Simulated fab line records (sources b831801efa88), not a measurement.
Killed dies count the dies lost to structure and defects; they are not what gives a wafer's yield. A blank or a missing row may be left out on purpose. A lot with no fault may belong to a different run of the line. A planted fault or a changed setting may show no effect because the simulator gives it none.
Problem report in the 8D (eight disciplines) form, filled by code + flow sky130 + the parts of the form that need people (team, actions taken, sign-off) are left out

## 1. PROBLEM STATEMENT
Wafers without a fault read 150.00, standard deviation 0.05; beam_energy_keV at SKY_PWDE_IMPLANT_08 reads a mean of 143.59 on 6 wafers belonging to 2 lots. That is -99 or more standard deviations from the usual mean.
Seen first at day 6 00:11 on implanter-04, wafer L190.1. Wafers with a number at this step in the record: 18, from 6 lots. By rule, "out" or "out of limits" means more than 4 standard deviations away from the usual mean. The other wafers with a number count as sound.

## 2. WHAT IT IS, AND WHAT IT ISN'T
| question                    | is                     | is not                                                                   |
|-----------------------------|------------------------|--------------------------------------------------------------------------|
| which readings at this step | beam_energy_keV        | -                                                                        |
| which lots                  | L190, L193             | L185, L186, L191, L200                                                   |
| which wafers of those lots  | all that have a number | -                                                                        |
| read on which tools         | implanter-04           | implanter-01, implanter-02                                               |
| when                        | from day 6 00:11       | up to then (6 sound wafers); but 6 sound wafers of L191, L200 came after |

## 3. THE SUSPECTS, EACH WITH WHAT RULES IT OUT
Counting: a tool at any process step up to the reading remains a suspect when it ran all the lots that are out and ran no sound lot after the first of those.
- implanter-04 at SKY_PWDE_IMPLANT_08: kept. Every lot that is out went through it, starting with L190 (day 6 00:11), and after that it ran no sound lot; the last sound lot it ran before then is L186 (day 5 03:18). Its own beam_energy_keV readings are out on those wafers.
Remaining after the count: implanter-04 at SKY_PWDE_IMPLANT_08.

## 4. THE CAUSE (what the simulator had put in)
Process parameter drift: implanter-04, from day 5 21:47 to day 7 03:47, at SKY_PWDE_IMPLANT_08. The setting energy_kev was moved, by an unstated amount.
Counting left only this tool.

## 5. THE CHAIN OF EFFECTS, in route order
One row per reading whose mean, taken over the struck wafers that have a number, lies over 3 standard deviations from the usual. Scope: only readings with a usual standard deviation given in the record; hours: median across lots of the time from each lot's start at the first step in this table that gives one to its start at this step; sigmas: change in usual standard deviations.
| hours | step                | reading         | usual  | on struck wafers | change | sigmas      |
|-------|---------------------|-----------------|--------|------------------|--------|-------------|
| 0     | SKY_PWDE_IMPLANT_08 | beam_energy_keV | 150.00 | 143.59           | -6.41  | -99 or more |
It contains these process steps:
- SKY_PWDE_IMPLANT_08
At these later measuring or inspecting steps, every struck wafer for which the step has a row has a number for every such reading, and none has moved that far: SKY_PWDE_TW_MEAS_10, SKY_NWELL_OVL_MEAS_10, SKY_NWELL_TW_MEAS_15, SKY_NWELL_OVL_MEAS_23, SKY_NWELL_TW_MEAS_26, SKY_NWELL_RS_MEAS_29.

## 6. WHAT WOULD HAVE CAUGHT IT SOONER
The fault began at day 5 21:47; the first out-of-limits reading in this record came at day 6 00:11, 2 hours later.
